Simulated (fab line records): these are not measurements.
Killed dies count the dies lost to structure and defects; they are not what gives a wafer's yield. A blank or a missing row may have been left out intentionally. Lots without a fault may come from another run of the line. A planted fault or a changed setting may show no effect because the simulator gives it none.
Problem report in the 8D (eight disciplines) form, filled by code | flow gf180mcu | the parts of the form that need people (team, actions taken, sign-off) are left out

== 1. THE PROBLEM ==
Mean of stripTimeToEndpointS at GF_M4_STRIP_17: 7.61 s across 2 wafers in 2 lots; on wafers with no fault it is 7.89 s (standard deviation 0.044). Measured from the usual mean, that is -6.4 standard deviations.
The step: strips in O2/N2.
Earliest sighting: wafer L162.6 on plasmaAsher-04 at day 29 01:44. At this step, 36 wafers from 12 lots have a number in the record. Rule for "out" (also "out of limits"): further than 4 standard deviations from the usual mean. Any other wafer with a number is counted as sound.

== 2. WHAT THIS IS AND IS NOT ==
question                    | is                             | is not
which readings at this step | stripTimeToEndpointS           | drypumpMotorCurrentA, heaterPowerW
which lots                  | L162, L163                     | L146, L147, L152, L153, L154, L156, L159, L161, L164, L166
which wafers of those lots  | L162.6, L163.2                 | L162.3, L162.5, L163.1, L163.5
read on which tools         | plasmaAsher-01, plasmaAsher-04 | plasmaAsher-02
when                        | from day 29 01:44              | up to then (26 sound wafers); but 8 sound wafers of L163, L164, L166 came after

== 3. THE SUSPECTS, EACH WITH WHAT RULES IT OUT ==
Counting: if a tool at a process step up to the reading ran every lot that is out, it stays a suspect. Sound lots after the first of them don't rule it out here, since some wafers of a struck lot are sound.
- pvdSputter-03 at GF_V3_SPUTTER_21 (material Ti, target thk 15 nm, time 80.02 s): kept. It processed each lot that is out (first: L162, day 28 05:17); up to then, its last sound lot is L153 (day 25 17:20).
- lithoTrack-03 at GF_M4_COAT_09 (resist thk 1000 nm): kept. It processed each lot that is out (first: L162, day 28 15:53); up to then, its last sound lot is L154 (day 26 11:35).
Remaining after the count are pvdSputter-03 at GF_V3_SPUTTER_21 and lithoTrack-03 at GF_M4_COAT_09.

== 4. THE CAUSE (what the simulator had put in) ==
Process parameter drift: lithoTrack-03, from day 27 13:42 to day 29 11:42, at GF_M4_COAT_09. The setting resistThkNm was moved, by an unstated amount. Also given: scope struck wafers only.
Of the 2 suspects that counting leaves, this tool is one.

== 5. SEQUENCE OF EFFECTS, ordered by route ==
Each row: a reading where the mean over the struck wafers with a number is more than 3 standard deviations away from the usual. Scope: only readings with a usual standard deviation given in the record; hours: median across lots of the time from each lot's start at the first step in this table that gives one to its start at this step; sigmas: change in usual standard deviations.
hours | step           | reading              | usual  | on struck wafers | change | sigmas
0     | GF_M4_STRIP_17 | stripTimeToEndpointS | 7.89 s | 7.61             | -0.28  | -6.4
Process steps it contains:
- GF_M4_STRIP_17: strips in O2/N2.

== 6. HOW IT WOULD HAVE BEEN CAUGHT EARLIER ==
36 hours passed between the start of the fault at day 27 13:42 and the first reading out of limits in this record, taken at day 29 01:44.
L163, from the lots that are out (2), started GF_M4_COAT_09 on lithoTrack-03 later than day 29 01:44. Had the tool been put on hold then, it would have been spared.
